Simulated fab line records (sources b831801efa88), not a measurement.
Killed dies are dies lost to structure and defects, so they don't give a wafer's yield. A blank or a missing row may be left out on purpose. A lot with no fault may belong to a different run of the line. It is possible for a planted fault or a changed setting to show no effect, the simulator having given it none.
The same fault as seen by 2 desks    flow sky130    only its own numbers are on each desk; what lay behind them is given at the end

== FROM THE METROLOGY DESK ==
Lot by lot, what the gauges showed, no matter which tool ran the lot: averages of those sampled wafers that carry a number. Any lot whose mean is over 4 standard deviations away from the usual mean is out of limits and marked OUT; that distance is given in the brackets.
Columns: A = VIA3_OVL at SKY_VIA3_OVL_MEAS_13, usual 1 nm
lot   first seen here  A
L539  day 41 08:58     -0
L540  day 41 13:47     -2
L542  day 42 03:00     7
L544  day 42 06:32     6
L552  day 42 15:51     -4
L554  day 47 15:32     -5
L556  day 47 18:59     7
L559  day 47 19:41     1
L560  day 47 21:55     -1
L561  day 48 00:17     5
L558  day 48 00:26     -2
This desk found nothing out of limits on any of the 11 lots.

== FOR THE TOOL OWNER'S DESK: pvd_sputter-03 ==
The tool's own readings at SKY_METAL4_SPUTTER_02 (material AlCu, target thk 735 nm, time 39.1 s): means of the sampled wafers that have a number, for each lot that ran on this tool. Any lot whose mean is over 4 standard deviations away from the usual mean is out of limits and marked OUT; that distance is given in the brackets.
Columns: A = cathode_dc_power_W at SKY_METAL4_SPUTTER_02, usual 10600 W; B = throttle_valve_pct at SKY_METAL4_SPUTTER_02, usual 29.8 %
lot   first seen here  A      B
L539  day 41 10:25     10598  30.4
L540  day 41 15:14     10600  29.8
L542  day 42 04:26     10600  29.9
L544  day 42 08:02     10599  29.3
L554  day 47 17:00     10600  30.0
This desk found nothing out of limits on any of the 5 lots.

== TAKEN TOGETHER ==
Metrology desk: nothing out of limits seen.
The desk of the tool owner found nothing out of limits.

== WHAT THE SIMULATOR HAD INSERTED ==
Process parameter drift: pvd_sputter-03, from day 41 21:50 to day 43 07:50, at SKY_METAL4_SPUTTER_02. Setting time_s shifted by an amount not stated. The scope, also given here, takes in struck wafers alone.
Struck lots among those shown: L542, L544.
